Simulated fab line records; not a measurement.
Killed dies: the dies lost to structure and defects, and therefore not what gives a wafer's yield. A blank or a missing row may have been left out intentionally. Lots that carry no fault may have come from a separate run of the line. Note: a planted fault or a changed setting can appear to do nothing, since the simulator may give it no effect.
Struck lot and sound lot, side by side | flow sfq-line | 17 steps out of a route of 325
Sound: wafers L212.1, L212.4, L212.5. Struck: wafers L225.2, L225.3, L225.4. At the end, the cause is stated.
For every step that has rows: the tool of each side, followed by ch and its chambers, followed by its first start. Under that, the readings that differ: sound wafers | struck wafers | difference of the means | sigmas: that difference in standard deviations of wafers without a fault.
alike: same words and numbers on both sides, and readings whose means sit less than 2 such deviations apart. not compared: any withheld reading, any reading some wafer has no value for, any bound like >300 that may hide the same value, and any number with overlapping values for which the record gives no deviation.
A row with sigmas, a row that says differs or no value, or rows on one side alone: a step with any of these is where the two part. When numbers do not overlap yet have no deviation, they are printed without sigmas and do not part them. A reading missing from all wafers of one side parts the sides only when that side holds two or more wafers.

SFQ_TRILAYER_I3_VIA_BARC_OPEN_VIA_ETCH_121: etches BARC in O2, target depth 125 nm, time 41.7 s.
  sound on rie-diel-03 ch 0,1, day 52 15:40; struck on rie-diel-03 ch 2,3, day 58 00:19
  alike: drypump-motor-current-A, oes-product-au, rf-fwd-power-W
  not compared: rf-hours-counter-h
SFQ_TRILAYER_I3_VIA_ETCH_VIA_ETCH_088: etches SiO2 in CHF3, stops on Nb, target depth 260 nm.
  sound on rie-diel-03 ch 0,1, day 52 15:43; struck on rie-diel-03 ch 2,3, day 58 00:21
  alike: drypump-motor-current-A, oes-product-au, rf-fwd-power-W
SFQ_TRILAYER_I3_VIA_STRIP_STRIP_089: strips in O2.
  sound on rie-metal-01 ch 0, day 52 15:49; struck on rie-metal-01 ch 0,1, day 58 00:28
  alike: drypump-motor-current-A, oes-product-au
  not compared: rf-hours-counter-h
then, 2 steps without rows for these wafers: SFQ_TRILAYER_I3_VIA_STRIP_SOLV_CLEAN_090 (cleans in NMP, time 600 s); SFQ_TRILAYER_M4_DEP_PRE_CLEAN_092 (time 22.5 s).
SFQ_TRILAYER_M4_DEP_SPUTTER_091: material Nb, target thk 200 nm, time 133.3 s.
  sound: pvd-sputter-05 at day 52 17:13; struck: pvd-sputter-03 at day 58 01:16
  alike: throttle-valve-pct
SFQ_M4_RS_MEAS_924: measures by four-point-probe.
  sound: film-metro-01 at day 52 17:19; struck: film-metro-04 at day 58 01:23
  alike: M4_NB_RS
then, 4 steps without rows for these wafers: SFQ_TRILAYER_M4_LITHO_COAT_098 (resist thk 62 nm); SFQ_TRILAYER_M4_LITHO_COAT_093 (resist thk 600 nm); SFQ_TRILAYER_M4_LITHO_SOFTBAKE_097; SFQ_TRILAYER_M4_LITHO_EXPOSE_094 (exposes mask M4, target cd 500 nm).
-- the record jumps here: 5 days lie between the struck wafers' starts before and after --
SFQ_TRILAYER_M4_LITHO_PEB_096: peb time 60 s.
  sound on litho-track-03 ch 0, day 58 14:23; struck on litho-track-03 ch 0, day 63 03:07
then, 1 step without rows for these wafers: SFQ_TRILAYER_M4_LITHO_DEVELOP_095 (time 60 s).
SFQ_M4_OVL_MEAS_926:
  sound: overlay-02 at day 58 14:41; struck: overlay-02 at day 63 03:23
  alike: M4_OVL
SFQ_TRILAYER_M4_BARC_OPEN_METAL_ETCH_123: etches BARC in O2, target depth 125 nm, time 41.7 s.
  sound on rie-metal-04 ch 0,1, day 58 14:43; struck on rie-metal-03 ch 0, day 63 03:26
  reading             | sound           | struck            | difference | sigmas
  model.M4.cd-nm (nm) | 498.2 498.6 499 | 479.2 480.1 479.5 | -19.0      |
  alike: drypump-motor-current-A, oes-product-au, rf-fwd-power-W
  not compared: rf-hours-counter-h
SFQ_TRILAYER_M4_ETCH_METAL_ETCH_096: etches Nb in Cl2/Ar, stops on SiO2, target depth 240 nm, time 120 s.
  sound on rie-metal-04 ch 0,1, day 58 14:46; struck on rie-metal-03 ch 0, day 63 03:35
  reading             | sound             | struck          | difference | sigmas
  model.M4.cd-nm (nm) | 498.4 498.3 495.7 | 476.4 478 476.8 | -20.4      |
  alike: drypump-motor-current-A, oes-product-au, rf-fwd-power-W
  not compared: rf-hours-counter-h
SFQ_TRILAYER_M4_STRIP_STRIP_097: strips in O2.
  sound on rie-metal-04 ch 0,1, day 58 14:54; struck on rie-metal-03 ch 0, day 63 03:59
  alike: drypump-motor-current-A, oes-product-au
  not compared: rf-hours-counter-h

WHERE THEY PART
Nowhere in this record.

WHY: what had been put in by the simulator
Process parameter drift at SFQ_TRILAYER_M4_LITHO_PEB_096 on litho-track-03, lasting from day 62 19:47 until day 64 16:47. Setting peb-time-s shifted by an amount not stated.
